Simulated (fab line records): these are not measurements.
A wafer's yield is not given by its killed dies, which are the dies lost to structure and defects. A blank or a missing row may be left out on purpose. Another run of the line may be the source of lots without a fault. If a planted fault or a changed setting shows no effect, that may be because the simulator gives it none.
A sampling plan put to the test || flow sky130 || one line in one fab, 53 faults in these records, each fault weighed on the records of the lots it struck
The line's own looks make up the plan; these are the steps of the route where a gauge or inspection reads the wafer and leaves it unchanged. A look can be judged if struck wafers have a number there and the file gives its usual mean and standard deviation on fault-free wafers. Caught: the struck wafers' mean, at a look after the fault's first step, is 4 or more of those standard deviations (sigma) away from the usual mean. On the tool: the test repeated on the tool's own readings taken at the fault's steps. Another recipe on the struck wafers, or a record that is blank for them alone, also counts as caught.

## THE FAULTS, as the simulator had put them in
1. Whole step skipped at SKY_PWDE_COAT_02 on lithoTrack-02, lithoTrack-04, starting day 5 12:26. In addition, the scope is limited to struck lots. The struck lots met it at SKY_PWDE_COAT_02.
2. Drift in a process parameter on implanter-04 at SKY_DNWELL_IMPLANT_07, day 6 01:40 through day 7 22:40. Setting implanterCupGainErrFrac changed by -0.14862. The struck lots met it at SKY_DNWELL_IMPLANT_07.
3. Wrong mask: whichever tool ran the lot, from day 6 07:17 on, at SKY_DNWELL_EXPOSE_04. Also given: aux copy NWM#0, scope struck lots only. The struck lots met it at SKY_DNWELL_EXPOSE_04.
4. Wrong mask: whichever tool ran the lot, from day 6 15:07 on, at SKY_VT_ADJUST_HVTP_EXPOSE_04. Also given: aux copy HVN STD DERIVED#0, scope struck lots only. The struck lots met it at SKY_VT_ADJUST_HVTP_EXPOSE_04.
5. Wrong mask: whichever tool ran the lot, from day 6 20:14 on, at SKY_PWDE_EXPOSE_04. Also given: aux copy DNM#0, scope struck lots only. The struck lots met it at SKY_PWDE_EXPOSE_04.
6. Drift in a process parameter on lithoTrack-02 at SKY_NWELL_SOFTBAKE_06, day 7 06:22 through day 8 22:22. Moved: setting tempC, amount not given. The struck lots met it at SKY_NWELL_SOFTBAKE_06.
7. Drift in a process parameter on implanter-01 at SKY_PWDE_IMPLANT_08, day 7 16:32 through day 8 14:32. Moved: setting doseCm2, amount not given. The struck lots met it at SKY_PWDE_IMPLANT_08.
8. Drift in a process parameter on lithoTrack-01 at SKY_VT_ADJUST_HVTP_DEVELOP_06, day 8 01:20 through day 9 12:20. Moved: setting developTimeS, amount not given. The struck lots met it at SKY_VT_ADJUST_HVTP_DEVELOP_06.
9. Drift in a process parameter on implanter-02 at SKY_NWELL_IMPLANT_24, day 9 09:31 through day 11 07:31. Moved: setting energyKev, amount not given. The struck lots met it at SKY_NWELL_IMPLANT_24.
10. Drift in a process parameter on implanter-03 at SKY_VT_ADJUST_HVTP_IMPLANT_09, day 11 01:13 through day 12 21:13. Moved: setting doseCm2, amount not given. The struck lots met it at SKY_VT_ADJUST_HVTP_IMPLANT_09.
11. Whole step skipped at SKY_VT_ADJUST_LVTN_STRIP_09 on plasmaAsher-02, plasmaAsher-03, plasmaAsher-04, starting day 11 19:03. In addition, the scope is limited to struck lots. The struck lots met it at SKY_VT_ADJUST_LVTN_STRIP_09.
12. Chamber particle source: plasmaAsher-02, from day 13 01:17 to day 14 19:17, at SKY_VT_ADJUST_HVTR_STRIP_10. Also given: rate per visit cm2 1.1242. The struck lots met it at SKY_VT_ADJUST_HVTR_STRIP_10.
13. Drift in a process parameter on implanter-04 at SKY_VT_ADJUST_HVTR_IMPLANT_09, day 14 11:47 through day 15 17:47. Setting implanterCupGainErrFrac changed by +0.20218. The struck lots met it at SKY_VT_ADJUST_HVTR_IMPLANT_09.
14. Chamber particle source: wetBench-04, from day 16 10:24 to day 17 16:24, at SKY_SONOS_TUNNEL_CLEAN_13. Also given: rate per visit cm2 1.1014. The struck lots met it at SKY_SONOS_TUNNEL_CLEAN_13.
15. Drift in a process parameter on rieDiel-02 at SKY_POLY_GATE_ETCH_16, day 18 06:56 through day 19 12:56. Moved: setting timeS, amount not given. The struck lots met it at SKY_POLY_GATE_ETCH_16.
16. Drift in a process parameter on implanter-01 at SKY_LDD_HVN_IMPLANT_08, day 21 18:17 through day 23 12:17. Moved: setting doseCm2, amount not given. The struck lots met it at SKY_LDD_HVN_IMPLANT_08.
17. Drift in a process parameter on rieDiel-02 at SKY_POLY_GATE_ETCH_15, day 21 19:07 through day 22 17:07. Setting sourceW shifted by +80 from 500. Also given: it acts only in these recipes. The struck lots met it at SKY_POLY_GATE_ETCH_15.
18. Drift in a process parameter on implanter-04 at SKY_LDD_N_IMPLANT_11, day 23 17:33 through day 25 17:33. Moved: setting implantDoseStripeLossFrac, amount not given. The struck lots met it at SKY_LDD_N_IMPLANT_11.
19. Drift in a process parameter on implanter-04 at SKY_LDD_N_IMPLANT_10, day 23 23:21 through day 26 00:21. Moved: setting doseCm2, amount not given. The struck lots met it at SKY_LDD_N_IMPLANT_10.
20. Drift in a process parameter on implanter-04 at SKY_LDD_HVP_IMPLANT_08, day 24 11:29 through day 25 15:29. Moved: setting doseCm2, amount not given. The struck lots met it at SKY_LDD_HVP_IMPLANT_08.
21. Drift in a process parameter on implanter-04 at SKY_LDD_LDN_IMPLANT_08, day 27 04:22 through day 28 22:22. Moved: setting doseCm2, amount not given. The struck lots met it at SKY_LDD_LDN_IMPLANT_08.
22. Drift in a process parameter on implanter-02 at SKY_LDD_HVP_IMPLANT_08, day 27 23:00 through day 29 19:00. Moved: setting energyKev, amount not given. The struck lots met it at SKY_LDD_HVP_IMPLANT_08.
23. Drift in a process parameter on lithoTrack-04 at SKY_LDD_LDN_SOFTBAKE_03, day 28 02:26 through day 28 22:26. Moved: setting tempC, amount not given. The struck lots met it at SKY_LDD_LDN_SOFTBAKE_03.
24. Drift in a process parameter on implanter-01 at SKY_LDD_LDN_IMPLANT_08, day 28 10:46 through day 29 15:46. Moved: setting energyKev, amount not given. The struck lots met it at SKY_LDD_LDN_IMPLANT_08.
25. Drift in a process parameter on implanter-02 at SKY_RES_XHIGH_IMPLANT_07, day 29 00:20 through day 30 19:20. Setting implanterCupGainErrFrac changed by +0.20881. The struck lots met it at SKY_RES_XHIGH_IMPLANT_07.
26. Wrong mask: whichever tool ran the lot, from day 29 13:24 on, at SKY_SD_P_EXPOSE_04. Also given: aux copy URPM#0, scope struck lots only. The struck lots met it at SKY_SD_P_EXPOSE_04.
27. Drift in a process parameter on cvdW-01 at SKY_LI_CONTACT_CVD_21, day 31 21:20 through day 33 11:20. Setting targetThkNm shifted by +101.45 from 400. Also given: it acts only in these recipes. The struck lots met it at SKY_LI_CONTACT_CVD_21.
28. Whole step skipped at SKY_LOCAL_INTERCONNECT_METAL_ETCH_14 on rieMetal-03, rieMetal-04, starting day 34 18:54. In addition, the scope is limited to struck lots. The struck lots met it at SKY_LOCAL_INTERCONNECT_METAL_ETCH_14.
29. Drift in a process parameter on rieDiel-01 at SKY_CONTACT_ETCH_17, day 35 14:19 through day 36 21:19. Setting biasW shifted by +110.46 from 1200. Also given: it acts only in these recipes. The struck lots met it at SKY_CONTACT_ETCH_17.
30. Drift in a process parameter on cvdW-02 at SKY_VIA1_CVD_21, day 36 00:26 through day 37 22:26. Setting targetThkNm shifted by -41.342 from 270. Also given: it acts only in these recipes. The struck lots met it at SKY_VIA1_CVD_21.
31. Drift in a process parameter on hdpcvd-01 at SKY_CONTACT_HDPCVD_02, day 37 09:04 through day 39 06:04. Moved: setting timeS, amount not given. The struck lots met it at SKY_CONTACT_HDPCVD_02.
32. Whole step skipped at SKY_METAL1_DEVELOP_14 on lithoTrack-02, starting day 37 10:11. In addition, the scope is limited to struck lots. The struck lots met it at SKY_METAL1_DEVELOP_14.
33. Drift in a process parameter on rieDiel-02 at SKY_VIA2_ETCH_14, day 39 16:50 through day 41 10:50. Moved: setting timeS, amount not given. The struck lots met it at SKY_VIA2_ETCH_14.
34. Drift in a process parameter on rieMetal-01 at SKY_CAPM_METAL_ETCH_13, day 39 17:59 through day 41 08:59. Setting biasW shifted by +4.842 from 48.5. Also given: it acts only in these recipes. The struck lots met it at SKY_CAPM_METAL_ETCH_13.
35. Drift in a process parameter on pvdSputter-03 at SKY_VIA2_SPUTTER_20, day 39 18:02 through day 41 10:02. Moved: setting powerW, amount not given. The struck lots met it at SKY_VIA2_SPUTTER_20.
36. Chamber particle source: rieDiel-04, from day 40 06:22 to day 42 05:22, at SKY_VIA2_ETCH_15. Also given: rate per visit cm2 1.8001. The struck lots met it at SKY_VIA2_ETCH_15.
37. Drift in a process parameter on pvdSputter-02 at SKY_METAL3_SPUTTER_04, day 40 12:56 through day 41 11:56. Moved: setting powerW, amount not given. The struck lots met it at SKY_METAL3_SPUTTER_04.
38. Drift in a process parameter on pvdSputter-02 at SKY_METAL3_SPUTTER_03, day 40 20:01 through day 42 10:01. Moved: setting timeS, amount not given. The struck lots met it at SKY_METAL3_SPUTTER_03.
39. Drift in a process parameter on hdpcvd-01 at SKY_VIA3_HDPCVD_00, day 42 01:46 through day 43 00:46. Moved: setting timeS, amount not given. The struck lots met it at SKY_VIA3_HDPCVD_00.
40. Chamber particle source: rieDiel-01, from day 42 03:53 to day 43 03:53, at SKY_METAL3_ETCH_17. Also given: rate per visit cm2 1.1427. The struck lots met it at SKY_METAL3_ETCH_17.
41. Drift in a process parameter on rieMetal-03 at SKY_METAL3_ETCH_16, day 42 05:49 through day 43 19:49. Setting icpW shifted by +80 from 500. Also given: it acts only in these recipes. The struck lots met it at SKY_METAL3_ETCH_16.
42. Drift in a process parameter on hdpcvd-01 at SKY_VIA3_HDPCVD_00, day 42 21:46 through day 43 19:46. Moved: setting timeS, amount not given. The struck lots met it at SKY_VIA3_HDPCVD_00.
43. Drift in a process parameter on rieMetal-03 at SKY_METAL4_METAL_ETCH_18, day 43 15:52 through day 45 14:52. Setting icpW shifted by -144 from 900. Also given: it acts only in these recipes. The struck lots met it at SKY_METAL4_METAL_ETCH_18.
44. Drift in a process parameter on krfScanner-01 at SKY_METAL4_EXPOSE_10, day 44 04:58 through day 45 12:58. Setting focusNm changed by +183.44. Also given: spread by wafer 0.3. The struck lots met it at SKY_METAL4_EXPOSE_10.
45. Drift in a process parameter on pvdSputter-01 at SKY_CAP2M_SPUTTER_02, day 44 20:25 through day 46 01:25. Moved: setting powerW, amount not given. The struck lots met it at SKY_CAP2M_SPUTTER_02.
46. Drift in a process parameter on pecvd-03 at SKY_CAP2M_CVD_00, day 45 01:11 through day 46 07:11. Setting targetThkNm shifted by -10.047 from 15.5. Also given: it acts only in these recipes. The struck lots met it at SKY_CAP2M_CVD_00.
47. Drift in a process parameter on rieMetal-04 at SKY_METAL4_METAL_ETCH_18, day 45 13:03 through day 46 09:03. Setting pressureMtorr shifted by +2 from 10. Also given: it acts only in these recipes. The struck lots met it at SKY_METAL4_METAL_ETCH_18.
48. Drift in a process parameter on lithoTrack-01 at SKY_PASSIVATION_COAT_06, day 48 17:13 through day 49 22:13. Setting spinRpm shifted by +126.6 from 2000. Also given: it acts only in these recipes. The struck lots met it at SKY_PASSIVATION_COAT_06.
49. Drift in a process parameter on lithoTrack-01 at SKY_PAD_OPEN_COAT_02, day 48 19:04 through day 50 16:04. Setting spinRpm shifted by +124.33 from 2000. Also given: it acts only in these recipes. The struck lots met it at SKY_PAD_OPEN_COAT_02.
50. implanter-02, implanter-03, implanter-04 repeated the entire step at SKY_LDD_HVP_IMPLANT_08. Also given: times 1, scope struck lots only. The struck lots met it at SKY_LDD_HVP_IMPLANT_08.
51. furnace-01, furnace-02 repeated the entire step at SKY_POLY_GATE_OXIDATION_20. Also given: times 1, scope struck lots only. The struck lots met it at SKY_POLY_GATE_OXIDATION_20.
52. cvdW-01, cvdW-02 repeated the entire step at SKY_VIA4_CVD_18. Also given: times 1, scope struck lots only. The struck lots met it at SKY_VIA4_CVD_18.
53. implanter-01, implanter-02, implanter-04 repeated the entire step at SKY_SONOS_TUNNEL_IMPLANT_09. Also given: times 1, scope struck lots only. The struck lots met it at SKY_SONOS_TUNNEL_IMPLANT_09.

## WHAT THE PLAN SAW
{"fault": 1, "on the tool itself": "the tool's record is blank for the struck wafers", "first look that catches it": "SKY_NWELL_TW_MEAS_26", "reading, sigma": "NWELL_2_TW +20", "median hours from its first step to that look": 49.2, "hours from the fault's start to the first struck lot there": 52, "judged looks passed uncaught": 1}
{"fault": 2, "on the tool itself": "no reading that can be judged", "first look that catches it": "SKY_DNWELL_TW_MEAS_09", "reading, sigma": "DNWELL_TW +7.7", "median hours from its first step to that look": 0.2, "hours from the fault's start to the first struck lot there": 6, "judged looks passed uncaught": 0}
{"fault": 3, "on the tool itself": "no reading that can be judged", "first look that catches it": "SKY_DNWELL_TW_MEAS_09", "reading, sigma": "DNWELL_TW -99 or beyond", "median hours from its first step to that look": 9.4, "hours from the fault's start to the first struck lot there": 11, "judged looks passed uncaught": 0}
{"fault": 4, "on the tool itself": "no reading that can be judged", "first look that catches it": "SKY_VT_ADJUST_HVTP_TW_MEAS_11", "reading, sigma": "VT_ADJUST_HVTP_TW -99 or beyond", "median hours from its first step to that look": 9.9, "hours from the fault's start to the first struck lot there": 12, "judged looks passed uncaught": 0}
{"fault": 5, "on the tool itself": "no reading that can be judged", "first look that catches it": "SKY_PWDE_TW_MEAS_10", "reading, sigma": "PWDE_TW -99 or beyond", "median hours from its first step to that look": 10.4, "hours from the fault's start to the first struck lot there": 14, "judged looks passed uncaught": 0}
{"fault": 6, "on the tool itself": "plateTempC +90 sigma", "first look that catches it": "none of the 2 looks that can be judged after it", "reading, sigma": "-", "median hours from its first step to that look": "-", "hours from the fault's start to the first struck lot there": "-", "judged looks passed uncaught": 2}
{"fault": 7, "on the tool itself": "doseIonsCm2 +92 sigma", "first look that catches it": "SKY_PWDE_TW_MEAS_10", "reading, sigma": "PWDE_TW +5.4", "median hours from its first step to that look": 0.2, "hours from the fault's start to the first struck lot there": 14, "judged looks passed uncaught": 0}
{"fault": 8, "on the tool itself": "under 2 sigma", "first look that catches it": "SKY_VT_ADJUST_HVTP_TW_MEAS_11", "reading, sigma": "VT_ADJUST_HVTP_TW -99 or beyond", "median hours from its first step to that look": 0.5, "hours from the fault's start to the first struck lot there": 16, "judged looks passed uncaught": 0}
{"fault": 9, "on the tool itself": "beamEnergyKeV -99 or beyond sigma", "first look that catches it": "no look after it can be judged", "reading, sigma": "-", "median hours from its first step to that look": "-", "hours from the fault's start to the first struck lot there": "-", "judged looks passed uncaught": 0}
{"fault": 10, "on the tool itself": "doseIonsCm2 +99 or beyond sigma", "first look that catches it": "SKY_VT_ADJUST_HVTP_TW_MEAS_11", "reading, sigma": "VT_ADJUST_HVTP_TW +4.0", "median hours from its first step to that look": 0.2, "hours from the fault's start to the first struck lot there": 2, "judged looks passed uncaught": 0}
{"fault": 11, "on the tool itself": "the tool's record is blank for the struck wafers", "first look that catches it": "SKY_VT_ADJUST_LVTN_TW_MEAS_21", "reading, sigma": "VT_ADJUST_LVTN_2_TW -99 or beyond", "median hours from its first step to that look": 25.0, "hours from the fault's start to the first struck lot there": 31, "judged looks passed uncaught": 0}
{"fault": 12, "on the tool itself": "under 2 sigma", "first look that catches it": "none of the 2 looks that can be judged after it", "reading, sigma": "-", "median hours from its first step to that look": "-", "hours from the fault's start to the first struck lot there": "-", "judged looks passed uncaught": 2}
{"fault": 13, "on the tool itself": "faradayCurrentUA +8.4 sigma", "first look that catches it": "SKY_VT_ADJUST_HVTR_TW_MEAS_11", "reading, sigma": "VT_ADJUST_HVTR_TW -9.5", "median hours from its first step to that look": 0.2, "hours from the fault's start to the first struck lot there": 6, "judged looks passed uncaught": 0}
{"fault": 14, "on the tool itself": "no reading that can be judged", "first look that catches it": "no look after it can be judged", "reading, sigma": "-", "median hours from its first step to that look": "-", "hours from the fault's start to the first struck lot there": "-", "judged looks passed uncaught": 0}
{"fault": 15, "on the tool itself": "runLengthS -11 sigma", "first look that catches it": "no look after it can be judged", "reading, sigma": "-", "median hours from its first step to that look": "-", "hours from the fault's start to the first struck lot there": "-", "judged looks passed uncaught": 0}
{"fault": 16, "on the tool itself": "doseIonsCm2 +99 or beyond sigma", "first look that catches it": "SKY_LDD_HVN_TW_MEAS_10", "reading, sigma": "LDD_HVN_TW +99 or beyond", "median hours from its first step to that look": 0.2, "hours from the fault's start to the first struck lot there": 8, "judged looks passed uncaught": 0}
{"fault": 17, "on the tool itself": "rfFwdPowerW +46 sigma", "first look that catches it": "not the one look that can be judged after it", "reading, sigma": "-", "median hours from its first step to that look": "-", "hours from the fault's start to the first struck lot there": "-", "judged looks passed uncaught": 1}
{"fault": 18, "on the tool itself": "under 2 sigma", "first look that catches it": "none of the 2 looks that can be judged after it", "reading, sigma": "-", "median hours from its first step to that look": "-", "hours from the fault's start to the first struck lot there": "-", "judged looks passed uncaught": 2}
{"fault": 19, "on the tool itself": "doseIonsCm2 +99 or beyond sigma", "first look that catches it": "no look after it can be judged", "reading, sigma": "-", "median hours from its first step to that look": "-", "hours from the fault's start to the first struck lot there": "-", "judged looks passed uncaught": 0}
{"fault": 20, "on the tool itself": "doseIonsCm2 +40 sigma", "first look that catches it": "no look after it can be judged", "reading, sigma": "-", "median hours from its first step to that look": "-", "hours from the fault's start to the first struck lot there": "-", "judged looks passed uncaught": 0}
{"fault": 21, "on the tool itself": "doseIonsCm2 -99 or beyond sigma", "first look that catches it": "SKY_LDD_LDN_TW_MEAS_13", "reading, sigma": "LDD_LDN_TW -6.6", "median hours from its first step to that look": 0.7, "hours from the fault's start to the first struck lot there": 8, "judged looks passed uncaught": 0}
{"fault": 22, "on the tool itself": "beamEnergyKeV +99 or beyond sigma", "first look that catches it": "SKY_LDD_HVP_TW_MEAS_10", "reading, sigma": "LDD_HVP_TW +4.9", "median hours from its first step to that look": 0.2, "hours from the fault's start to the first struck lot there": 11, "judged looks passed uncaught": 0}
{"fault": 23, "on the tool itself": "heaterPowerTotalW +98 sigma", "first look that catches it": "not the one look that can be judged after it", "reading, sigma": "-", "median hours from its first step to that look": "-", "hours from the fault's start to the first struck lot there": "-", "judged looks passed uncaught": 1}
{"fault": 24, "on the tool itself": "beamEnergyKeV +99 or beyond sigma", "first look that catches it": "no look after it can be judged", "reading, sigma": "-", "median hours from its first step to that look": "-", "hours from the fault's start to the first struck lot there": "-", "judged looks passed uncaught": 0}
{"fault": 25, "on the tool itself": "only faintly: faradayCurrentUA +2.7 sigma", "first look that catches it": "SKY_RES_XHIGH_TW_MEAS_09", "reading, sigma": "RES_XHIGH_TW -5.4", "median hours from its first step to that look": 0.3, "hours from the fault's start to the first struck lot there": 5, "judged looks passed uncaught": 0}
{"fault": 26, "on the tool itself": "under 2 sigma", "first look that catches it": "SKY_SD_P_TW_MEAS_11", "reading, sigma": "SD_P_TW -99 or beyond", "median hours from its first step to that look": 13.9, "hours from the fault's start to the first struck lot there": 18, "judged looks passed uncaught": 0}
{"fault": 27, "on the tool itself": "under 2 sigma", "first look that catches it": "SKY_LI_CONTACT_RS_MEAS_22", "reading, sigma": "LI_CONTACT_W_RS -25", "median hours from its first step to that look": 0.1, "hours from the fault's start to the first struck lot there": 7, "judged looks passed uncaught": 0}
{"fault": 28, "on the tool itself": "the tool's record is blank for the struck wafers", "first look that catches it": "no look after it can be judged", "reading, sigma": "-", "median hours from its first step to that look": "-", "hours from the fault's start to the first struck lot there": "-", "judged looks passed uncaught": 0}
{"fault": 29, "on the tool itself": "biasW +32 sigma", "first look that catches it": "no look after it can be judged", "reading, sigma": "-", "median hours from its first step to that look": "-", "hours from the fault's start to the first struck lot there": "-", "judged looks passed uncaught": 0}
{"fault": 30, "on the tool itself": "under 2 sigma", "first look that catches it": "SKY_VIA1_RS_MEAS_22", "reading, sigma": "VIA1_W_RS +20", "median hours from its first step to that look": 0.1, "hours from the fault's start to the first struck lot there": 7, "judged looks passed uncaught": 0}
{"fault": 31, "on the tool itself": "runLengthS -5.7 sigma", "first look that catches it": "SKY_CONTACT_THK_MEAS_03", "reading, sigma": "CONTACT_HDPCVD_THK -4.0", "median hours from its first step to that look": 0.1, "hours from the fault's start to the first struck lot there": 12, "judged looks passed uncaught": 0}
{"fault": 32, "on the tool itself": "no reading that can be judged", "first look that catches it": "no look after it can be judged", "reading, sigma": "-", "median hours from its first step to that look": "-", "hours from the fault's start to the first struck lot there": "-", "judged looks passed uncaught": 0}
{"fault": 33, "on the tool itself": "oesProductAu +29 sigma", "first look that catches it": "no look after it can be judged", "reading, sigma": "-", "median hours from its first step to that look": "-", "hours from the fault's start to the first struck lot there": "-", "judged looks passed uncaught": 0}
{"fault": 34, "on the tool itself": "biasW +34 sigma", "first look that catches it": "no look after it can be judged", "reading, sigma": "-", "median hours from its first step to that look": "-", "hours from the fault's start to the first struck lot there": "-", "judged looks passed uncaught": 0}
{"fault": 35, "on the tool itself": "cathodeDcPowerW -99 or beyond sigma", "first look that catches it": "no look after it can be judged", "reading, sigma": "-", "median hours from its first step to that look": "-", "hours from the fault's start to the first struck lot there": "-", "judged looks passed uncaught": 0}
{"fault": 36, "on the tool itself": "under 2 sigma", "first look that catches it": "no look after it can be judged", "reading, sigma": "-", "median hours from its first step to that look": "-", "hours from the fault's start to the first struck lot there": "-", "judged looks passed uncaught": 0}
{"fault": 37, "on the tool itself": "cathodeDcPowerW -99 or beyond sigma", "first look that catches it": "no look after it can be judged", "reading, sigma": "-", "median hours from its first step to that look": "-", "hours from the fault's start to the first struck lot there": "-", "judged looks passed uncaught": 0}
{"fault": 38, "on the tool itself": "under 2 sigma", "first look that catches it": "no look after it can be judged", "reading, sigma": "-", "median hours from its first step to that look": "-", "hours from the fault's start to the first struck lot there": "-", "judged looks passed uncaught": 0}
{"fault": 39, "on the tool itself": "runLengthS -22 sigma", "first look that catches it": "SKY_VIA3_THK_MEAS_01", "reading, sigma": "VIA3_HDPCVD_THK -5.7", "median hours from its first step to that look": 0.2, "hours from the fault's start to the first struck lot there": 1, "judged looks passed uncaught": 0}
{"fault": 40, "on the tool itself": "under 2 sigma", "first look that catches it": "none of the 2 looks that can be judged after it", "reading, sigma": "-", "median hours from its first step to that look": "-", "hours from the fault's start to the first struck lot there": "-", "judged looks passed uncaught": 2}
{"fault": 41, "on the tool itself": "rfFwdPowerW +42 sigma", "first look that catches it": "no look after it can be judged", "reading, sigma": "-", "median hours from its first step to that look": "-", "hours from the fault's start to the first struck lot there": "-", "judged looks passed uncaught": 0}
{"fault": 42, "on the tool itself": "runLengthS +13 sigma", "first look that catches it": "not the one look that can be judged after it", "reading, sigma": "strongest: VIA3_HDPCVD_THK at SKY_VIA3_THK_MEAS_01, +2.3", "median hours from its first step to that look": "-", "hours from the fault's start to the first struck lot there": "-", "judged looks passed uncaught": 1}
{"fault": 43, "on the tool itself": "rfFwdPowerW -58 sigma", "first look that catches it": "no look after it can be judged", "reading, sigma": "-", "median hours from its first step to that look": "-", "hours from the fault's start to the first struck lot there": "-", "judged looks passed uncaught": 0}
{"fault": 44, "on the tool itself": "exposureDoseMJCm2 -15 sigma", "first look that catches it": "SKY_METAL4_CD_MEAS_13", "reading, sigma": "cdNm -8.7", "median hours from its first step to that look": 10.2, "hours from the fault's start to the first struck lot there": 34, "judged looks passed uncaught": 0}
{"fault": 45, "on the tool itself": "cathodeDcPowerW -99 or beyond sigma", "first look that catches it": "SKY_CAP2M_RS_MEAS_03", "reading, sigma": "CAP2M_TIN_RS +29", "median hours from its first step to that look": 0.1, "hours from the fault's start to the first struck lot there": 8, "judged looks passed uncaught": 0}
{"fault": 46, "on the tool itself": "under 2 sigma", "first look that catches it": "SKY_CAP2M_THK_MEAS_01", "reading, sigma": "CAP2M_CVD_00_THK -49", "median hours from its first step to that look": 0.0, "hours from the fault's start to the first struck lot there": 3, "judged looks passed uncaught": 0}
{"fault": 47, "on the tool itself": "chamberPressureMTorr +99 or beyond sigma", "first look that catches it": "no look after it can be judged", "reading, sigma": "-", "median hours from its first step to that look": "-", "hours from the fault's start to the first struck lot there": "-", "judged looks passed uncaught": 0}
{"fault": 48, "on the tool itself": "spinSpeedRpm +99 or beyond sigma", "first look that catches it": "no look after it can be judged", "reading, sigma": "-", "median hours from its first step to that look": "-", "hours from the fault's start to the first struck lot there": "-", "judged looks passed uncaught": 0}
{"fault": 49, "on the tool itself": "spinSpeedRpm +83 sigma", "first look that catches it": "no look after it can be judged", "reading, sigma": "-", "median hours from its first step to that look": "-", "hours from the fault's start to the first struck lot there": "-", "judged looks passed uncaught": 0}
{"fault": 50, "on the tool itself": "under 2 sigma", "first look that catches it": "SKY_LDD_HVP_TW_MEAS_10", "reading, sigma": "LDD_HVP_TW +27", "median hours from its first step to that look": 0.6, "hours from the fault's start to the first struck lot there": "-", "judged looks passed uncaught": 0}
{"fault": 51, "on the tool itself": "under 2 sigma", "first look that catches it": "SKY_POLY_GATE_THK_MEAS_21", "reading, sigma": "POLY_GATE_OXIDATION_THK +27", "median hours from its first step to that look": 3.1, "hours from the fault's start to the first struck lot there": "-", "judged looks passed uncaught": 0}
{"fault": 52, "on the tool itself": "under 2 sigma", "first look that catches it": "SKY_VIA4_RS_MEAS_19", "reading, sigma": "VIA4_W_RS -49", "median hours from its first step to that look": 0.5, "hours from the fault's start to the first struck lot there": "-", "judged looks passed uncaught": 0}
{"fault": 53, "on the tool itself": "no reading that can be judged", "first look that catches it": "SKY_SONOS_TUNNEL_TW_MEAS_12", "reading, sigma": "SONOS_TUNNEL_TW +27", "median hours from its first step to that look": 1.0, "hours from the fault's start to the first struck lot there": "-", "judged looks passed uncaught": 0}
A dash: this means the fault isn't caught or the number doesn't appear in these records.

Caught at a look: 26 of 53. Caught on the tool: 32 of 53. By one or the other: 46 of 53.
On the tool alone, faults 6, 9, 15, 17, 19, 20, 23, 24, 28, 29, 33, 34, 35, 37, 41, 42, 43, 47, 48, 49 were caught.
Caught at a look alone: faults 2, 3, 4, 5, 8, 25, 26, 27, 30, 46, 50, 51, 52, 53.
Caught by neither: faults 12, 14, 18, 32, 36, 38, 40.

## THINNER SAMPLING
In the worst case, this is how late the first struck lot would be measured if the look that catches a fault measured only every second or every third lot, by lot number:
{"fault": 1, "struck lots at that look, in order of time": "L282, L283, L284", "every lot": "52 h", "every second lot": "55 h", "every third lot": "61 h"}
{"fault": 2, "struck lots at that look, in order of time": "L811, L812", "every lot": "6 h", "every second lot": "13 h", "every third lot": "may miss all 2"}
{"fault": 3, "struck lots at that look, in order of time": "L171", "every lot": "11 h", "every second lot": "may miss it", "every third lot": "may miss it"}
{"fault": 4, "struck lots at that look, in order of time": "L332", "every lot": "12 h", "every second lot": "may miss it", "every third lot": "may miss it"}
{"fault": 5, "struck lots at that look, in order of time": "L373", "every lot": "14 h", "every second lot": "may miss it", "every third lot": "may miss it"}
{"fault": 7, "struck lots at that look, in order of time": "L274, L275", "every lot": "14 h", "every second lot": "18 h", "every third lot": "may miss all 2"}
{"fault": 8, "struck lots at that look, in order of time": "L205, L206", "every lot": "16 h", "every second lot": "22 h", "every third lot": "may miss all 2"}
{"fault": 10, "struck lots at that look, in order of time": "L964, L965", "every lot": "2 h", "every second lot": "5 h", "every third lot": "may miss all 2"}
{"fault": 11, "struck lots at that look, in order of time": "L738, L739, L740", "every lot": "31 h", "every second lot": "33 h", "every third lot": "36 h"}
{"fault": 13, "struck lots at that look, in order of time": "L694, L697", "every lot": "6 h", "every second lot": "25 h", "every third lot": "may miss all 2"}
{"fault": 16, "struck lots at that look, in order of time": "L401, L403, L406", "every lot": "8 h", "every second lot": "41 h", "every third lot": "may miss all 3"}
{"fault": 21, "struck lots at that look, in order of time": "L988, L991", "every lot": "8 h", "every second lot": "36 h", "every third lot": "may miss all 2"}
{"fault": 22, "struck lots at that look, in order of time": "L811, L812, L813", "every lot": "11 h", "every second lot": "13 h", "every third lot": "18 h"}
{"fault": 25, "struck lots at that look, in order of time": "L460, L461", "every lot": "5 h", "every second lot": "18 h", "every third lot": "may miss all 2"}
{"fault": 26, "struck lots at that look, in order of time": "L414", "every lot": "18 h", "every second lot": "may miss it", "every third lot": "may miss it"}
{"fault": 27, "struck lots at that look, in order of time": "L777, L779, L780", "every lot": "7 h", "every second lot": "27 h", "every third lot": "may miss all 3"}
{"fault": 30, "struck lots at that look, in order of time": "L330, L331", "every lot": "7 h", "every second lot": "20 h", "every third lot": "may miss all 2"}
{"fault": 31, "struck lots at that look, in order of time": "L153, L154", "every lot": "12 h", "every second lot": "25 h", "every third lot": "may miss all 2"}
{"fault": 39, "struck lots at that look, in order of time": "L213, L215", "every lot": "1 h", "every second lot": "may miss all 2", "every third lot": "may miss all 2"}
{"fault": 44, "struck lots at that look, in order of time": "L514", "every lot": "34 h", "every second lot": "may miss it", "every third lot": "may miss it"}
{"fault": 45, "struck lots at that look, in order of time": "L531, L533, L534", "every lot": "8 h", "every second lot": "27 h", "every third lot": "may miss all 3"}
{"fault": 46, "struck lots at that look, in order of time": "L269, L272", "every lot": "3 h", "every second lot": "22 h", "every third lot": "may miss all 2"}
Hours: fault start to first struck lot measured. Since the struck wafers were tested as one group against 4 sigma, a single lot by itself may lie under the limit. Other struck lots may not be in these records.

## THE LONGEST TIMED WAY FROM STEP TO LOOK
Fault 1: the median time between SKY_PWDE_COAT_02 and SKY_NWELL_TW_MEAS_26 is 49.2 hours. The look between them that can be judged stayed within 4 sigma: SKY_NWELL_OVL_MEAS_23.
